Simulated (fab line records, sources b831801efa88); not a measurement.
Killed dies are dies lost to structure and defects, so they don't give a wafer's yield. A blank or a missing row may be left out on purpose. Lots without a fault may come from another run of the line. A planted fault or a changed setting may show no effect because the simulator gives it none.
Chamber matching | flow sky130 | SKY_LI_CONTACT_CMP_24 on cmp-02: 4 sister chambers
The step polishes, stops on PSG, t overpolish 20 s, target thk 0 nm. 7 wafers are shown with their chamber, then 6 later ones without.

WAFERS WITH THEIR CHAMBER
wafer  | chamber | motor_current_A (A) | time_to_endpoint_s (s)
L503.2 | 3       | 9.8                 | 99.1
L503.3 | 0       | 10.4                | 97.9
L503.6 | 0       | 10.8                | 98.6
L505.3 | 2       | 12.1                | 101.1
L505.5 | 1       | 9.9                 | 100.3
L508.2 | 3       | 9.8                 | 103.6
L508.3 | 1       | 10.5                | 98.2

WAFERS WITHOUT THEIR CHAMBER
wafer  | motor_current_A (A) | time_to_endpoint_s (s)
L508.5 | 11.3                | 99.7
L509.2 | 9.5                 | 97.7
L509.4 | 11.2                | 93.3
L509.5 | 12.8                | 96.2
L518.1 | 9.7                 | 98.4
L518.2 | 10.5                | 96.2

WHICH CHAMBER EACH WENT THROUGH
wafer  | from the rows above          | in truth
L508.5 | can't be placed: 0 or 2 or 1 | 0
L509.2 | can't be placed: 3 or 1 or 0 | 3
L509.4 | can't be placed: 0 or 1 or 2 | 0
L509.5 | 2                            | 2
L518.1 | can't be placed: 3 or 1 or 0 | 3
L518.2 | can't be placed: 0 or 1      | 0
Placed correctly: 1 of 6. Can't be placed from these rows: 5 (the true chamber is among the candidates in 5). Placed wrongly: 0.
How it was worked out, from the rows above alone: a wafer's distance from a chamber is the root of the sum, over the readings, of the square of ((its reading less the chamber's mean) divided by the reading's scatter). The wafer belongs to the nearest chamber; if the next one is less than 2 further off, it can't be placed. A chamber's mean is the mean of its shown wafers. The scatter: the root of (the sum of the squares of (reading less its chamber's mean) over the shown wafers, divided by (wafers less chambers)).
